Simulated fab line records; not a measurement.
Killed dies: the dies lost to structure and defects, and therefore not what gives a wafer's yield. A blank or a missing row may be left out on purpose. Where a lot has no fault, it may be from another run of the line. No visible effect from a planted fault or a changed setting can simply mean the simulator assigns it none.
fab line records	flow sfqLine
[record] lots = 5	wafers = 15	lastDay = 79
route steps=325 shown I5@239 C5@240 M6@251
lots that met no fault: taken from a fault-free run of the same line
startH: hours from the record's opening day to when the first of the lot's shown wafers began	waitH: hours elapsed since this lot's preceding step	" repeats the value in the row above	L1.1+2: one row covering several wafers at once	- no value, or no start was given	* or withheld: withheld	< > ~ a bound
route shown NAME@n: names a module that has steps shown in the file, with the first one's number in the route	usual: mean/standard deviation of fault-free wafers	same: alike in all rows	chamber/n: place in a boat	sites: readings site by site	_std_site: their standard deviation	_edge_site: the outer-site mean with the inner-site mean subtracted	radiusMm: for every site, how far away it sits from the centre of the wafer	mask NAME#n: copy n	behind: the tool/chamber that last shaped the wafer	hold: what put the lot on hold/how long, in hours/how the hold closed	device: which transistor (n, p or np) failed to switch	end of line: the route-end tests of the same wafers	where a step has no rows: the recipe by itself	killed: not the wafer's yield, but the dies lost to structure and defects at the first sort	map: a wafer's dies, x killed, . not, _ none there
set.NAME: the setting as run; set.NAME@STEP: as run at that earlier step	model.NAME: the simulator's own value behind a step, which no gauge read
lots seen at some steps along the route; tables by step, rows by wafer
services: when a tool's chamber went out of use (startH, in hours from the record's first day, below 0 if earlier), for how many hours, and the reason
[[steps]]
[step SFQ_TRILAYER_I5_STRIP_SOLV_CLEAN_149]
[recipe] chemistry = NMP	tempC = 70	timeS = 600
lot.wafer	tool	chamber	startH	waitH
L082.1+4+5	wetBench-03	2,4,3	1496.09	1.0
L083.2+4+5	wetBench-04	6,7,2	1554.48	0.4
L085.1+2+3	wetBench-03	5,3,2	1559.28	0.4
L088.1+2+3	wetBench-03	4,3,1	1629.83	0.4
L089.2+3+5	wetBench-01	3,0,5	1638.43	0.5
[step SFQ_TRILAYER_C5_LITHO_COAT_156]
[recipe] resist = BARC	spinRpm = 3000	resistThkNm = 62
[usual] resistLineTempC = 22.99/0.11
lot.wafer	tool	chamber	startH	waitH	resistLineTempC
L082.1	lithoTrack-04	0	1496.28	0.0	22.99
L082.4	"	0	"	"	23.12
L082.5	"	0	"	"	23.02
L083.2	lithoTrack-03	0	1554.71	0.1	22.96
L083.4	"	0	"	"	22.78
L083.5	"	0	"	"	23.03
L085.1	lithoTrack-02	0	1559.46	0.0	22.99
L085.2	"	0	"	"	23.01
L085.3	"	0	"	"	23.08
L088.1	lithoTrack-04	0	1630.01	0.0	23.05
L088.2	"	0	"	"	23.18
L088.3	"	0	"	"	23.08
L089.2	lithoTrack-02	0	1638.66	0.1	23.04
L089.3	"	0	"	"	22.84
L089.5	"	0	"	"	23.05
[step SFQ_TRILAYER_C5_LITHO_COAT_151]
[recipe] resist = KrF	spinRpm = 3000	resistThkNm = 650
[usual] resistLineTempC = 22.98/0.095
lot.wafer	tool	chamber	startH	waitH	resistLineTempC
L082.1	lithoTrack-04	0	1496.58	0.2	23.12
L082.4	"	0	"	"	23.04
L082.5	"	0	"	"	23.00
L083.2	lithoTrack-03	0	1555.01	0.2	23.05
L083.4	"	0	"	"	22.91
L083.5	"	0	"	"	22.95
L085.1	lithoTrack-02	0	1559.76	0.2	22.74
L085.2	"	0	"	"	23.02
L085.3	"	0	"	"	23.02
L088.1	lithoTrack-04	0	1630.31	0.2	23.05
L088.2	"	0	"	"	23.03
L088.3	"	0	"	"	23.00
L089.2	lithoTrack-02	0	1638.96	0.2	22.98
L089.3	"	0	"	"	22.92
L089.5	"	0	"	"	22.84
[step SFQ_TRILAYER_C5_LITHO_SOFTBAKE_155]
[recipe] tempC = withheld	timeS = withheld	resist = KrF
[usual] resistLineTempC = *
lot.wafer	tool	chamber	startH	waitH	resistLineTempC
L082.1	lithoTrack-04	0	1496.88	0.2	*
L082.4	"	0	"	"	*
L082.5	"	0	"	"	*
L083.2	lithoTrack-03	0	1555.28	0.2	*
L083.4	"	0	"	"	*
L083.5	"	0	"	"	*
L085.1	lithoTrack-02	0	1560.06	0.2	*
L085.2	"	0	"	"	*
L085.3	"	0	"	"	*
L088.1	lithoTrack-04	0	1630.61	0.2	*
L088.2	"	0	"	"	*
L088.3	"	0	"	"	*
L089.2	lithoTrack-02	0	1639.23	0.2	*
L089.3	"	0	"	"	*
L089.5	"	0	"	"	*
[step SFQ_TRILAYER_C5_LITHO_EXPOSE_152]
[recipe] maskId = C5	na = 0.6	sourceShape = conventional	sigmaOuter = 0.65	targetCdNm = 500	doseMj = 21.3
lot.wafer	tool	chamber	startH	waitH	mask
L082.1+4+5	krfScanner-02	0	1515.43	-	C5#0
L083.2+4+5	krfScanner-01	0	1646.91	-	C5#0
L085.1+2+3	krfScanner-01	0	1652.71	-	C5#0
L088.1+2+3	krfScanner-02	0	1727.21	-	C5#0
L089.2+3+5	krfScanner-02	0	1743.01	-	C5#0
[step SFQ_TRILAYER_C5_LITHO_PEB_154]
[recipe] pebTempC = 115	pebTimeS = 60	resist = KrF
[usual] plateTempC = 114.95/0.13	resistLineTempC = 22.98/0.1
lot.wafer	tool	chamber	startH	waitH	plateTempC	resistLineTempC
L082.1	lithoTrack-03	0	1516.63	1.0	114.98	23.07
L082.4	"	0	"	"	115.14	22.96
L082.5	"	0	"	"	114.88	22.97
L083.2	lithoTrack-02	0	1647.93	0.8	115.18	23.05
L083.4	"	0	"	"	115.13	23.12
L083.5	"	0	"	"	115.06	23.00
L085.1	lithoTrack-03	0	1653.91	1.0	114.98	22.81
L085.2	"	0	"	"	115.17	22.88
L085.3	"	0	"	"	114.85	22.82
L088.1	lithoTrack-02	0	1728.41	1.0	115.02	23.01
L088.2	"	0	"	"	114.90	22.95
L088.3	"	0	"	"	114.94	22.79
L089.2	lithoTrack-03	0	1744.03	0.8	115.08	22.95
L089.3	"	0	"	"	115.04	22.99
L089.5	"	0	"	"	114.80	23.00
[step SFQ_TRILAYER_C5_LITHO_DEVELOP_153]
[recipe] timeS = 60	resist = KrF
[usual] resistLineTempC = 23.02/0.11
lot.wafer	tool	chamber	startH	waitH	resistLineTempC
L082.1	lithoTrack-03	0	1516.78	0.1	22.97
L082.4	"	0	"	"	23.07
L082.5	"	0	"	"	22.87
L083.2	lithoTrack-02	0	1648.08	0.1	23.16
L083.4	"	0	"	"	23.18
L083.5	"	0	"	"	23.15
L085.1	lithoTrack-03	0	1654.06	0.1	22.85
L085.2	"	0	"	"	22.82
L085.3	"	0	"	"	22.84
L088.1	lithoTrack-02	0	1728.56	0.1	23.27
L088.2	"	0	"	"	23.21
L088.3	"	0	"	"	22.97
L089.2	lithoTrack-03	0	1744.18	0.1	22.89
L089.3	"	0	"	"	22.97
L089.5	"	0	"	"	22.95
[step SFQ_C5_OVL_MEAS_937]
[usual] C5_OVL = 0/5.8
lot.wafer	tool	chamber	startH	waitH	C5_OVL[nm]
L082.1	overlay-02	-	1516.93	0.1	-1
L082.4	"	-	"	"	1
L082.5	"	-	"	"	-3
L083.2	overlay-01	-	1648.21	0.1	1
L083.4	"	-	"	"	-2
L083.5	"	-	"	"	-2
L085.1	overlay-02	-	1654.21	0.1	1
L085.2	"	-	"	"	3
L085.3	"	-	"	"	1
L088.1	overlay-01	-	1728.71	0.1	0
L088.2	"	-	"	"	2
L088.3	"	-	"	"	6
L089.2	overlay-01	-	1744.31	0.1	3
L089.3	"	-	"	"	-5
L089.5	"	-	"	"	-2
[step SFQ_TRILAYER_C5_BARC_OPEN_VIA_ETCH_210]
[recipe] maskMaterial = PR	chemistry = O2	targetDepthNm = 125	target = BARC	sourceW = 500	biasW = 80	pressureMtorr = 30	timeS = 41.7
[usual] drypumpMotorCurrentA = 5.6/0.46	oesProductAu = 0.685/0.0049	rfFwdPowerW = 495.1/2.3
lot.wafer	tool	chamber	startH	waitH	drypumpMotorCurrentA	oesProductAu	rfFwdPowerW	rfHoursCounterH
L082.1	rieDiel-04	2	1516.97	0.0	6.2	0.690	495.0	18
L082.4	"	3	"	"	5.6	0.687	492.8	4
L082.5	"	2	"	"	6.2	0.689	495.5	-
L083.2	rieDiel-04	2	1648.24	0.0	6.2	0.686	495.0	20
L083.4	"	3	"	"	5.6	0.687	495.7	5
L083.5	"	1	"	"	6.3	0.677	494.6	-
L085.1	rieDiel-02	0	1654.24	0.0	4.8	0.680	494.5	21
L085.2	"	2	"	"	5.2	0.689	497.3	2
L085.3	"	3	"	"	6.1	0.682	493.8	13
L088.1	rieDiel-04	1	1728.74	0.0	6.3	0.690	497.7	20
L088.2	"	0	"	"	5.5	0.687	496.5	3
L088.3	"	3	"	"	5.6	0.695	496.1	6
L089.2	rieDiel-02	1	1744.34	0.0	5.7	0.685	497.0	12
L089.3	"	3	"	"	6.1	0.682	494.5	14
L089.5	"	1	"	"	5.7	0.686	497.3	-
[step SFQ_TRILAYER_C5_ETCH_VIA_ETCH_154]
[recipe] target = SiO2	maskMaterial = PR	chemistry = CHF3	targetDepthNm = 84	sourceW = 500	biasW = 80	pressureMtorr = 30	timeS = withheld	stopOn = Nb
[usual] drypumpMotorCurrentA = 5.6/0.46	oesProductAu = 0.895/0.0082	rfFwdPowerW = 495.8/1.9
lot.wafer	tool	chamber	startH	waitH	drypumpMotorCurrentA	oesProductAu	rfFwdPowerW
L082.1	rieDiel-04	2	1517.01	0.0	6.2	0.892	497.0
L082.4	"	3	"	"	5.6	0.900	495.2
L082.5	"	2	"	"	6.2	0.888	497.3
L083.2	rieDiel-04	2	1648.28	0.0	6.2	0.895	493.7
L083.4	"	3	"	"	5.6	0.914	493.1
L083.5	"	1	"	"	6.2	0.894	496.6
L085.1	rieDiel-02	0	1654.28	0.0	4.8	0.884	495.8
L085.2	"	2	"	"	5.2	0.893	496.5
L085.3	"	3	"	"	6.2	0.890	495.8
L088.1	rieDiel-04	1	1728.78	0.0	6.2	0.890	496.8
L088.2	"	0	"	"	5.4	0.889	491.6
L088.3	"	3	"	"	5.6	0.894	496.5
L089.2	rieDiel-02	1	1744.38	0.0	5.7	0.883	497.6
L089.3	"	3	"	"	6.2	0.895	498.3
L089.5	"	1	"	"	5.7	0.890	497.0
[step SFQ_TRILAYER_C5_STRIP_STRIP_155]
[recipe] gas = O2	powerW = 200	platenTempC = 40	overashFraction = 0.65	chemistry = O2	pressureMtorr = 50
[usual] drypumpMotorCurrentA = 5.9/0.46	oesProductAu = 0.999/0.009
[same] overashFraction = 0.65
lot.wafer	tool	chamber	startH	waitH	drypumpMotorCurrentA	oesProductAu	rfHoursCounterH
L082.1	rieMetal-01	1	1517.06	-	6.1	0.992	22
L082.4	"	1	"	"	6.1	0.984	-
L082.5	"	1	"	"	6.1	0.994	-
L083.2	rieMetal-03	0	1648.33	-	6.3	1.009	56
L083.4	"	1	"	"	6.4	0.992	-
L083.5	"	0	"	"	6.3	1.009	-
L085.1	rieMetal-02	1	1654.33	-	6.0	0.991	18
L085.2	"	0	"	"	4.8	1.007	62
L085.3	"	1	"	"	6.0	1.002	-
L088.1	rieMetal-03	1	1728.83	-	6.5	0.995	57
L088.2	"	0	"	"	6.3	0.992	67
L088.3	"	0	"	"	6.3	0.992	-
L089.2	rieMetal-03	1	1744.43	-	6.5	0.992	60
L089.3	"	0	"	"	6.3	0.989	-
L089.5	"	0	"	"	6.3	1.000	-
[step SFQ_TRILAYER_C5_STRIP_SOLV_CLEAN_156]
[recipe] chemistry = NMP	tempC = 70	timeS = 600
lot.wafer	tool	chamber	startH	waitH
L082.1+4+5	wetBench-04	7,4,2	1518.26	1.0
L083.2+4+5	wetBench-02	5,1,3	1648.93	0.4
L085.1+2+3	wetBench-04	7,5,0	1654.93	0.4
L088.1+2+3	wetBench-01	7,5,2	1729.43	0.4
L089.2+3+5	wetBench-04	4,7,0	1745.03	0.4
[step SFQ_TRILAYER_M6_DEP_PRE_CLEAN_158]
[recipe] gas = Ar	timeS = 22.5	biasV = 250
[usual] biasV = 250.1/2.4
lot.wafer	tool	chamber	startH	waitH	biasV
L082.1	pvdSputter-03	-	1518.43	0.0	248.7
L082.4	"	-	"	"	249.9
L082.5	"	-	"	"	252.1
L083.2	pvdSputter-03	-	1649.11	0.0	249.4
L083.4	"	-	"	"	250.7
L083.5	"	-	"	"	250.1
L085.1	pvdSputter-05	-	1655.11	0.0	251.9
L085.2	"	-	"	"	252.5
L085.3	"	-	"	"	250.6
L088.1	pvdSputter-05	-	1729.61	0.0	250.9
L088.2	"	-	"	"	252.8
L088.3	"	-	"	"	245.6
L089.2	pvdSputter-05	-	1745.21	0.0	249.3
L089.3	"	-	"	"	248.2
L089.5	"	-	"	"	245.9
[step SFQ_TRILAYER_M6_DEP_SPUTTER_157]
[recipe] material = Nb	basePressurePa = 1.33e-06	chamberPressurePa = 0.1333	substrateTempC = 20	targetThkNm = 200	powerW = 2000	timeS = 133.3
[usual] throttleValvePct = 30.0/1.1
lot.wafer	tool	chamber	startH	waitH	throttleValvePct
L082.1	pvdSputter-03	-	1518.46	0.0	31.5
L082.4	"	-	"	"	30.3
L082.5	"	-	"	"	31.5
L083.2	pvdSputter-03	-	1649.14	0.0	31.7
L083.4	"	-	"	"	30.6
L083.5	"	-	"	"	30.8
L085.1	pvdSputter-05	-	1655.14	0.0	29.0
L085.2	"	-	"	"	31.0
L085.3	"	-	"	"	30.1
L088.1	pvdSputter-05	-	1729.63	0.0	30.3
L088.2	"	-	"	"	31.1
L088.3	"	-	"	"	30.1
L089.2	pvdSputter-05	-	1745.23	0.0	31.3
L089.3	"	-	"	"	30.3
L089.5	"	-	"	"	30.0
[step SFQ_M6_RS_MEAS_938]
[recipe] thkMeasGauge = four-point-probe	reads = Nb_of_TRILAYER_M6_DEP_SPUTTER_157
[usual] M6_NB_RS = 0.894/0.01
lot.wafer	tool	chamber	startH	waitH	M6_NB_RS[ohm/sq]
L082.1	filmMetro-03	-	1518.55	0.0	0.884
L082.4	"	-	"	"	0.870
L082.5	"	-	"	"	0.887
L083.2	filmMetro-02	-	1649.25	0.1	0.903
L083.4	"	-	"	"	0.898
L083.5	"	-	"	"	0.898
L085.1	filmMetro-03	-	1655.23	0.0	0.890
L085.2	"	-	"	"	0.885
L085.3	"	-	"	"	0.882
L088.1	filmMetro-03	-	1729.73	0.0	0.904
L088.2	"	-	"	"	0.891
L088.3	"	-	"	"	0.897
L089.2	filmMetro-03	-	1745.35	0.1	0.889
L089.3	"	-	"	"	0.887
L089.5	"	-	"	"	0.897
[step SFQ_TRILAYER_M6_LITHO_COAT_164]
[recipe] resist = BARC	spinRpm = 3000	resistThkNm = 62
[usual] resistLineTempC = 22.98/0.12
lot.wafer	tool	chamber	startH	waitH	resistLineTempC
L082.1	lithoTrack-02	0	1518.73	0.1	23.09
L082.4	"	0	"	"	22.99
L082.5	"	0	"	"	23.01
L083.2	lithoTrack-03	0	1649.46	0.1	22.98
L083.4	"	0	"	"	22.97
L083.5	"	0	"	"	22.82
L085.1	lithoTrack-03	0	1655.41	0.1	23.01
L085.2	"	0	"	"	23.07
L085.3	"	0	"	"	23.11
L088.1	lithoTrack-02	0	1729.91	0.1	23.10
L088.2	"	0	"	"	22.90
L088.3	"	0	"	"	23.17
L089.2	lithoTrack-03	0	1745.56	0.1	23.03
L089.3	"	0	"	"	23.18
L089.5	"	0	"	"	22.87
[step SFQ_TRILAYER_M6_LITHO_COAT_159]
[recipe] resist = KrF	spinRpm = 3000	resistThkNm = 600
[usual] resistLineTempC = 22.99/0.11
lot.wafer	tool	chamber	startH	waitH	resistLineTempC
L082.1	lithoTrack-02	0	1519.03	0.2	22.92
L082.4	"	0	"	"	23.00
L082.5	"	0	"	"	22.94
L083.2	lithoTrack-03	0	1649.76	0.2	22.93
L083.4	"	0	"	"	23.01
L083.5	"	0	"	"	22.95
L085.1	lithoTrack-03	0	1655.71	0.2	23.10
L085.2	"	0	"	"	23.01
L085.3	"	0	"	"	23.06
L088.1	lithoTrack-02	0	1730.21	0.2	22.91
L088.2	"	0	"	"	22.91
L088.3	"	0	"	"	22.96
L089.2	lithoTrack-03	0	1745.86	0.2	23.07
L089.3	"	0	"	"	22.97
L089.5	"	0	"	"	22.93
[step SFQ_TRILAYER_M6_LITHO_SOFTBAKE_163]
[recipe] tempC = withheld	timeS = withheld	resist = KrF
[usual] resistLineTempC = *
lot.wafer	tool	chamber	startH	waitH	resistLineTempC
L082.1	lithoTrack-02	0	1519.33	0.2	*
L082.4	"	0	"	"	*
L082.5	"	0	"	"	*
L083.2	lithoTrack-03	0	1650.03	0.2	*
L083.4	"	0	"	"	*
L083.5	"	0	"	"	*
L085.1	lithoTrack-03	0	1656.01	0.2	*
L085.2	"	0	"	"	*
L085.3	"	0	"	"	*
L088.1	lithoTrack-02	0	1730.51	0.2	*
L088.2	"	0	"	"	*
L088.3	"	0	"	"	*
L089.2	lithoTrack-03	0	1746.13	0.2	*
L089.3	"	0	"	"	*
L089.5	"	0	"	"	*
[step SFQ_TRILAYER_M6_LITHO_EXPOSE_160]
[recipe] maskId = M6	na = 0.6	sourceShape = conventional	sigmaOuter = 0.65	targetCdNm = 500	doseMj = 14.4
lot.wafer	tool	chamber	startH	waitH	mask
L082.1+4+5	krfScanner-02	0	1519.48	-	M6#0
L083.2+4+5	krfScanner-02	0	1650.36	-	M6#0
L085.1+2+3	krfScanner-02	0	1656.16	-	M6#0
L088.1+2+3	krfScanner-01	0	1730.93	-	M6#0
L089.2+3+5	krfScanner-01	0	1746.46	-	M6#0
[step SFQ_TRILAYER_M6_LITHO_PEB_162]
[recipe] pebTempC = 115	pebTimeS = 60	resist = KrF
[usual] plateTempC = 115.01/0.13	resistLineTempC = 23.00/0.13
lot.wafer	tool	chamber	startH	waitH	plateTempC	resistLineTempC
L082.1	lithoTrack-02	0	1520.68	1.0	115.07	22.82
L082.4	"	0	"	"	114.88	22.81
L082.5	"	0	"	"	114.93	22.97
L083.2	lithoTrack-01	0	1651.38	0.8	115.05	23.06
L083.4	"	0	"	"	114.85	23.18
L083.5	"	0	"	"	115.04	22.99
L085.1	lithoTrack-02	0	1657.36	1.0	115.20	22.95
L085.2	"	0	"	"	115.14	22.75
L085.3	"	0	"	"	114.99	22.84
L088.1	lithoTrack-01	0	1732.13	1.0	114.85	22.96
L088.2	"	0	"	"	114.86	23.01
L088.3	"	0	"	"	114.84	23.15
L089.2	lithoTrack-03	0	1747.48	0.8	115.01	23.22
L089.3	"	0	"	"	115.04	22.97
L089.5	"	0	"	"	115.03	23.30
[step SFQ_TRILAYER_M6_LITHO_DEVELOP_161]
[recipe] timeS = 60	resist = KrF
[usual] resistLineTempC = 23.01/0.11
lot.wafer	tool	chamber	startH	waitH	resistLineTempC
L082.1	lithoTrack-02	0	1520.83	0.1	23.14
L082.4	"	0	"	"	22.97
L082.5	"	0	"	"	23.14
L083.2	lithoTrack-01	0	1651.53	0.1	22.97
L083.4	"	0	"	"	23.15
L083.5	"	0	"	"	23.03
L085.1	lithoTrack-02	0	1657.51	0.1	23.04
L085.2	"	0	"	"	23.11
L085.3	"	0	"	"	23.07
L088.1	lithoTrack-01	0	1732.28	0.1	22.79
L088.2	"	0	"	"	22.83
L088.3	"	0	"	"	22.85
L089.2	lithoTrack-03	0	1747.63	0.1	22.97
L089.3	"	0	"	"	22.96
L089.5	"	0	"	"	22.81
[step SFQ_M6_OVL_MEAS_940]
[usual] M6_OVL = 4/5.4
lot.wafer	tool	chamber	startH	waitH	M6_OVL[nm]
L082.1	overlay-02	-	1520.98	0.1	7
L082.4	"	-	"	"	4
L082.5	"	-	"	"	4
L083.2	overlay-02	-	1651.66	0.1	7
L083.4	"	-	"	"	5
L083.5	"	-	"	"	4
L085.1	overlay-01	-	1657.66	0.1	-3
L085.2	"	-	"	"	3
L085.3	"	-	"	"	-5
L088.1	overlay-01	-	1732.43	0.1	-6
L088.2	"	-	"	"	-5
L088.3	"	-	"	"	9
L089.2	overlay-02	-	1747.76	0.1	12
L089.3	"	-	"	"	5
L089.5	"	-	"	"	7
[step SFQ_TRILAYER_M6_BARC_OPEN_METAL_ETCH_206]
[recipe] maskMaterial = PR	chemistry = O2	targetDepthNm = 125	target = BARC	icpW = 600	biasW = 80	pressureMtorr = 10	timeS = 41.7
[usual] drypumpMotorCurrentA = 6.0/0.53	oesProductAu = 0.685/0.0043	rfFwdPowerW = 593.5/2
lot.wafer	tool	chamber	startH	waitH	drypumpMotorCurrentA	oesProductAu	rfFwdPowerW	rfHoursCounterH
L082.1	rieMetal-01	1	1521.02	0.0	6.0	0.676	593.6	22
L082.4	"	1	"	"	6.0	0.683	595.3	-
L082.5	"	1	"	"	6.1	0.682	593.6	-
L083.2	rieMetal-04	1	1651.69	0.0	5.0	0.687	593.0	143
L083.4	"	0	"	"	6.2	0.689	591.7	-
L083.5	"	0	"	"	6.2	0.683	590.4	-
L085.1	rieMetal-03	0	1657.69	0.0	6.3	0.694	595.1	57
L085.2	"	1	"	"	6.4	0.679	594.0	47
L085.3	"	0	"	"	6.3	0.683	598.3	-
L088.1	rieMetal-03	1	1732.47	0.0	6.5	0.684	591.7	58
L088.2	"	0	"	"	6.3	0.685	596.3	67
L088.3	"	0	"	"	6.3	0.689	597.1	-
L089.2	rieMetal-03	0	1747.79	0.0	6.3	0.690	597.0	70
L089.3	"	1	"	"	6.5	0.682	590.2	-
L089.5	"	0	"	"	6.3	0.682	594.8	-
[step SFQ_TRILAYER_M6_ETCH_METAL_ETCH_162]
[recipe] target = Nb	stopOn = SiO2	maskMaterial = PR	chemistry = Cl2/Ar	targetDepthNm = 240	icpW = 600	biasW = 80	pressureMtorr = 10	timeS = 120
[usual] drypumpMotorCurrentA = 6.0/0.53	oesProductAu = 0.893/0.0073	rfFwdPowerW = 596.5/2
lot.wafer	tool	chamber	startH	waitH	drypumpMotorCurrentA	oesProductAu	rfFwdPowerW	rfHoursCounterH
L082.1	rieMetal-01	1	1521.14	0.1	6.0	0.894	594.1	22
L082.4	"	1	"	"	6.1	0.905	594.1	-
L082.5	"	1	"	"	6.1	0.893	594.7	-
L083.2	rieMetal-04	1	1651.75	0.0	5.1	0.889	595.6	143
L083.4	"	0	"	"	6.2	0.890	594.0	-
L083.5	"	0	"	"	6.2	0.890	596.0	-
L085.1	rieMetal-03	0	1657.75	0.0	6.3	0.896	597.3	57
L085.2	"	1	"	"	6.4	0.907	594.4	47
L085.3	"	0	"	"	6.3	0.907	596.8	-
L088.1	rieMetal-03	1	1732.53	0.0	6.5	0.891	597.4	58
L088.2	"	0	"	"	6.3	0.894	597.9	67
L088.3	"	0	"	"	6.3	0.893	596.7	-
L089.2	rieMetal-03	0	1747.85	0.0	6.3	0.907	599.1	70
L089.3	"	1	"	"	6.4	0.898	595.1	-
L089.5	"	0	"	"	6.3	0.892	596.9	-
[step SFQ_TRILAYER_M6_STRIP_STRIP_163]
[recipe] gas = O2	powerW = 200	platenTempC = 40	overashFraction = 0.65	chemistry = O2	pressureMtorr = 50
[usual] drypumpMotorCurrentA = 6.0/0.53	oesProductAu = 0.996/0.0088
[same] overashFraction = 0.65
lot.wafer	tool	chamber	startH	waitH	drypumpMotorCurrentA	oesProductAu	rfHoursCounterH
L082.1	rieMetal-01	1	1521.39	0.2	6.0	1.002	23
L082.4	"	1	"	"	6.1	1.005	-
L082.5	"	1	"	"	6.1	1.013	-
L083.2	rieMetal-04	1	1651.88	0.1	5.0	0.991	143
L083.4	"	0	"	"	6.2	0.986	-
L083.5	"	0	"	"	6.2	1.000	-
L085.1	rieMetal-03	0	1657.88	0.1	6.3	0.995	57
L085.2	"	1	"	"	6.4	1.008	47
L085.3	"	0	"	"	6.3	1.000	-
L088.1	rieMetal-03	1	1732.65	0.1	6.4	0.992	58
L088.2	"	0	"	"	6.3	1.004	68
L088.3	"	0	"	"	6.3	1.006	-
L089.2	rieMetal-03	0	1747.98	0.1	6.3	1.009	70
L089.3	"	1	"	"	6.4	0.990	-
L089.5	"	0	"	"	6.3	1.004	-
[step SFQ_TRILAYER_M6_STRIP_SOLV_CLEAN_164]
[recipe] chemistry = NMP	tempC = 70	timeS = 600
lot.wafer	tool	chamber	startH	waitH
L082.1+4+5	wetBench-04	0,4,7	1522.59	1.0
L083.2+4+5	wetBench-04	6,0,7	1652.48	0.4
L085.1+2+3	wetBench-02	6,4,7	1658.48	0.4
L088.1+2+3	wetBench-03	2,1,3	1733.25	0.4
L089.2+3+5	wetBench-03	5,7,4	1748.58	0.4
[[services]]
tool	chamber	startH	hours	kind
rieDiel-04	-	1479.28	0.6	repair
krfScanner-01	-	1497.81	1.3	pm
krfScanner-02	-	1499.16	4.4	pm
krfScanner-02	-	1503.53	1.0	pm
krfScanner-01	-	1505.11	1.0	pm
rieDiel-04	2	1506.43	2.4	repair
rieMetal-03	-	1507.12	5.0	repair
krfScanner-02	-	1514.13	1.3	pm
krfScanner-02	-	1529.71	0.9	repair
rieDiel-02	2	1564.69	6.6	repair
rieDiel-02	-	1567.97	0.8	repair
rieDiel-04	-	1574.72	1.0	repair
rieMetal-03	-	1622.55	1.4	pm
krfScanner-02	-	1624.42	0.5	repair
wetBench-04	-	1627.00	8.5	repair
krfScanner-02	-	1630.16	0.8	pm
krfScanner-02	-	1641.68	1.0	pm
wetBench-03	-	1658.46	1.9	pm
rieMetal-03	-	1671.23	2.8	pm
wetBench-04	-	1686.04	13.0	repair
krfScanner-02	-	1690.96	1.3	pm
rieDiel-04	2	1703.57	8.0	repair
pvdSputter-05	-	1729.76	1.6	repair
rieDiel-04	3	1738.62	27.3	repair
[[key]]
fault none
